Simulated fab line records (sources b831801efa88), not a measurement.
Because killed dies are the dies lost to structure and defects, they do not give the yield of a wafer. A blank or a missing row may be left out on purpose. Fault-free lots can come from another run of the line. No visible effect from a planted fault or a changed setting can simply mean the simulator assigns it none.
Struck lot and sound lot, side by side	flow gf180mcu	15 out of 602 route steps
Sound: wafers L795.1, L795.3, L795.5. The struck wafers were L793.1, L793.3, L793.6. The cause is given at the end.
Order at every step that has rows: each side's tool, ch and its chambers, its first start. Under that, the readings that differ: sound wafers	struck wafers	difference of the means	sigmas: that difference in standard deviations of wafers without a fault.
alike: words and numbers the same on both sides, and readings whose means are apart by under 2 such deviations; not compared: readings that were withheld, readings missing a value for some wafer, numbers with overlapping values and no deviation given by the record, and bounds like >300 which may hide the same value.
A row with sigmas, a row that says differs or no value, or rows on one side alone: a step with any of these is where the two part. Numbers that don't overlap but have no deviation are shown without sigmas and don't part them. A reading missing from all wafers of one side parts the sides only when that side holds two or more wafers.

GF_M1_SPUTTER_04: material TiN, target thk 50 nm, time 41.7 s.
  sound: pvd_sputter-04 at day 21 07:11; struck: pvd_sputter-03 at day 20 18:49
  alike: throttle_valve_pct
GF_M1_RS_MEAS_05: measurement is done with a four-point probe.
  sound: film_metro-04 at day 21 07:13; struck: film_metro-02 at day 20 18:51
  alike: M1_ALCU_RS
GF_M1_THK_MEAS_06: measures by xrf.
  sound: film_metro-04 at day 21 07:20; struck: film_metro-02 at day 20 18:58
  alike: M1_ALCU_THK
then, 7 steps without rows for these wafers: GF_M1_DEHYDRATE_07 (time 60 s); GF_M1_HMDS_08 (prime time 60 s); GF_M1_COAT_09 (resist thk 1000 nm); GF_M1_SOFTBAKE_10 (time 60 s); GF_M1_EXPOSE_11 (exposes mask Metal1, target cd 230 nm); GF_M1_PEB_12 (peb time 90 s); GF_M1_DEVELOP_13 (develop time 60 s).
GF_M1_CD_MEAS_14: the cd target is 230 nm.
  sound: cd_sem-02 at day 22 07:34; struck: cd_sem-02 at day 21 19:22
  alike: cd_nm
GF_M1_OVL_MEAS_15:
  sound: overlay-01 at day 22 07:41; struck: overlay-02 at day 21 19:29
  alike: M1_OVL
GF_M1_METAL_ETCH_16: etches the open film in Cl2/BCl3, stops on SiO2, target depth 627.5 nm, time 104.6 s.
  sound on rie_metal-01 ch 0,1, day 22 07:44; struck on rie_metal-03 ch 0,1, day 21 19:31
  no value came back on the struck wafers for any of 6 readings (bcl3_flow_sccm (sccm), bias_w (W) and others); on the sound wafers bcl3_flow_sccm (sccm) reads 39.90 40.04 40.06
reading	sound	struck	difference	sigmas
model.KrF_of_M1_COAT_09.thk_nm (nm)	741.8 739 742.4	979.9 985.6 983.6	+242.0	
  not compared: rf_hours_counter_h
GF_M1_STRIP_17: strips in O2/N2.
  sound on plasma_asher-03 ch 0,1, day 22 07:50; struck on plasma_asher-04 ch 1, day 21 19:38
reading	sound	struck	difference	sigmas
drypump_motor_current_A (A)	5.2 6.2 5.2	6.7 6.7 6.7	+1.2	+2
oes_product_au (a.u.)	0.560 0.564 0.556	0.660 0.663 0.656	+0.100	+22
strip_time_to_endpoint_s (s)	7.93 7.92 7.94	10.14 10.21 10.19	+2.25	+54
  alike: heater_power_w, o2_flow_sccm
  not compared: rf_hours_counter_h
then, 1 step without rows for these wafers: GF_M1_STRIP_18 (strips in post etch residue remover, time 1200 s).

## WHERE THEY PART
At GF_M1_METAL_ETCH_16 first; at GF_M1_STRIP_17 last (within this record only).

WHY: what had been put in by the simulator
At GF_M1_METAL_ETCH_16, the step was skipped entirely on rie_metal-03 from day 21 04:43 on. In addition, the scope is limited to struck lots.
